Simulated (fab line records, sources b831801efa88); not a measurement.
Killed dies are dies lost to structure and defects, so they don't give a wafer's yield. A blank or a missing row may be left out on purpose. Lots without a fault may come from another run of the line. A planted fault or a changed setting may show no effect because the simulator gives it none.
Which tool did it? | flow gf180mcu | 14 lots, 42 wafers sampled, at 2 steps of a route of 602

WHAT THE GAUGES READ, wafer by wafer
GF_CONTACT_RS_MEAS_25: measures by four-point-probe. Usual: CONTACT_W_RS 0.386 ohm/sq, standard deviation 0.0058.
lot  | measured     | on            | CONTACT_W_RS (ohm/sq) | flag
L944 | day 16 04:50 | film_metro-02 | 0.393 0.380 0.388     |
L945 | day 16 15:53 | film_metro-04 | 0.381 0.393 0.381     |
L946 | day 17 01:27 | film_metro-01 | 0.378 0.386 0.377     |
L947 | day 17 05:28 | film_metro-04 | 0.382 0.393 0.381     |
L949 | day 17 21:42 | film_metro-01 | 0.392 0.390 0.395     |
L953 | day 19 09:46 | film_metro-04 | 0.380 0.376 0.387     |
L954 | day 19 20:57 | film_metro-02 | 0.395 0.392 0.395     |
L955 | day 20 04:37 | film_metro-01 | 0.390 0.388 0.393     |
L956 | day 20 19:16 | film_metro-04 | 0.385 0.387 0.386     |
L963 | day 23 02:00 | film_metro-01 | 0.376 0.388 0.388     |
L964 | day 23 10:34 | film_metro-01 | 0.385 0.378 0.387     |
L965 | day 23 19:31 | film_metro-02 | 0.386 0.386 0.385     |
L966 | day 23 21:55 | film_metro-02 | 0.386 0.389 0.391     |
L967 | day 24 06:59 | film_metro-02 | 0.383 0.375 0.378     |

WHICH TOOL RAN EACH LOT (tool, then ch and the chambers of the sampled wafers, then the start)
lot  | GF_CONTACT_CVD_02
L944 | pecvd-03 ch 1,2, day 15 05:56
L945 | pecvd-03 ch 0,1, day 15 16:11
L946 | pecvd-03 ch 0,2, day 16 01:10
L947 | pecvd-01 ch 0,1,2, day 16 05:58
L949 | pecvd-03 ch 0,1, day 16 21:57
L953 | pecvd-02 ch 0,1, day 18 07:53
L954 | pecvd-03 ch 0,1, day 18 18:55
L955 | pecvd-01 ch 1,2, day 19 02:58
L956 | pecvd-01 ch 0,2, day 19 17:49
L963 | pecvd-02 ch 0,1,2, day 22 02:35
L964 | pecvd-02 ch 1,2, day 22 09:19
L965 | pecvd-01 ch 1,2, day 22 19:40
L966 | pecvd-01 ch 0,1,2, day 22 21:32
L967 | pecvd-01 ch 0,1, day 23 07:28
- GF_CONTACT_CVD_02: deposits SiO2 from TEOS, target thk 860 nm, time 95.992 s.

WHAT THE TOOLS THEMSELVES READ (means of the sampled wafers that have a number; where no wafer has one, the mark that the record gives instead)
GF_CONTACT_CVD_02. Usual: heater_power_outer_w 366 W, standard deviation 81; heater_power_w 656 W, standard deviation 120.
lot  | tool     | heater_power_outer_w (W) | heater_power_w (W) | flag
L944 | pecvd-03 | 431                      | 750                |
L945 | pecvd-03 | 369                      | 590                |
L946 | pecvd-03 | 363                      | 677                |
L947 | pecvd-01 | 349                      | 670                |
L949 | pecvd-03 | 352                      | 560                |
L953 | pecvd-02 | 435                      | 741                |
L954 | pecvd-03 | 359                      | 578                |
L955 | pecvd-01 | 326                      | 632                |
L956 | pecvd-01 | 364                      | 672                |
L963 | pecvd-02 | 406                      | 700                |
L964 | pecvd-02 | 391                      | 682                |
L965 | pecvd-01 | 285                      | 592                |
L966 | pecvd-01 | 372                      | 689                |
L967 | pecvd-01 | 361                      | 645                |

THE ANSWER, worked out from the rows above alone
Rule: a lot is off if the mean of its wafers that have a number lies more than 3 standard deviations from the usual mean. A lot without any number at a reading at which 4 lots or more have one is off too. The other lots that the step has rows for count as sound. The gauges are gone through in route order, then the tools' own readings, and for those a lot's mean is taken as printed above. The first step at which some lot is off is used, and at that step the reading that is off furthest; a lot without a number counts as furthest.
No lot is off at any reading shown: from this, nothing can be told.

WHAT THE SIMULATOR HAD PUT IN
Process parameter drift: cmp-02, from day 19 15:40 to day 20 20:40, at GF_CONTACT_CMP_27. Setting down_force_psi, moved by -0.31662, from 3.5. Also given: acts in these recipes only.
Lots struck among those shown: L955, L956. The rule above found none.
